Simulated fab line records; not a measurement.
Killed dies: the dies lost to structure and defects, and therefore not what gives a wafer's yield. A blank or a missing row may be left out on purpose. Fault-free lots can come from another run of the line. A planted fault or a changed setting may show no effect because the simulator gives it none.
Which of the tools did it?	flow sky130	6 lots with 18 wafers sampled at 3 steps, on a route of 708 steps

== WHAT THE GAUGES READ, wafer by wafer ==
SKY_NWELL_THK_MEAS_02.
lot	measured	on	NWELL_OXIDATION_THK (nm)
L738	day 2 23:30	filmMetro-04	9.80 9.82 9.70
L741	day 3 15:57	filmMetro-03	10.09 10.09 10.20
L744	day 4 06:28	filmMetro-04	10.01 10.01 10.15
L748	day 5 04:23	filmMetro-04	10.04 10.17 9.93
L757	day 7 02:39	filmMetro-03	9.90 9.96 9.74
L759	day 7 19:42	filmMetro-04	9.83 9.79 9.92

== WHAT TOOL EACH LOT RAN ON (gives the tool, then ch and the chambers of the sampled wafers, and finally the start) ==
lot	SKY_FIELD_ISO_CMP_27	SKY_NWELL_OXIDATION_01
L738	cmp-02 ch 0,1,3, day 2 20:46	furnace-01 ch 0, day 2 22:07
L741	cmp-02 ch 0,1,3, day 3 13:04	furnace-02 ch 0, day 3 14:32
L744	cmp-02 ch 1,3, day 4 03:36	furnace-02 ch 0, day 4 05:04
L748	cmp-02 ch 0,1, day 4 23:20	furnace-02 ch 0, day 5 02:59
L757	cmp-02 ch 1,2,3, day 6 22:32	furnace-02 ch 0, day 7 01:15
L759	cmp-02 ch 0,1,3, day 7 15:22	furnace-02 ch 0, day 7 18:15
- SKY_FIELD_ISO_CMP_27: polishes, stops on Si3N4, t overpolish 16 s, target thk 457.8 nm.
- SKY_NWELL_OXIDATION_01: stabilise 600 s, purge 300 s, target thk 10 nm.

== THE ANSWER, worked out from the rows above alone ==
Rule: the lots themselves supply what counts as usual. Put in order of their means at a reading, lots are off if they are a third of the lots or fewer, leave a main group of 4 or more, and stand apart from it by a gap of 3 or more times the standard deviation of the main group's means; of several such gaps the widest counts. If all means in a main group match to the digits the tables above print for the reading, that group is not used. Also off: a lot with no number at a reading for which 4 or more lots have one. Where the step has rows for the other lots, those lots are counted as sound.
None of the lots is off at any reading shown; this tells nothing.

== WHAT THE SIMULATOR HAD INSERTED ==
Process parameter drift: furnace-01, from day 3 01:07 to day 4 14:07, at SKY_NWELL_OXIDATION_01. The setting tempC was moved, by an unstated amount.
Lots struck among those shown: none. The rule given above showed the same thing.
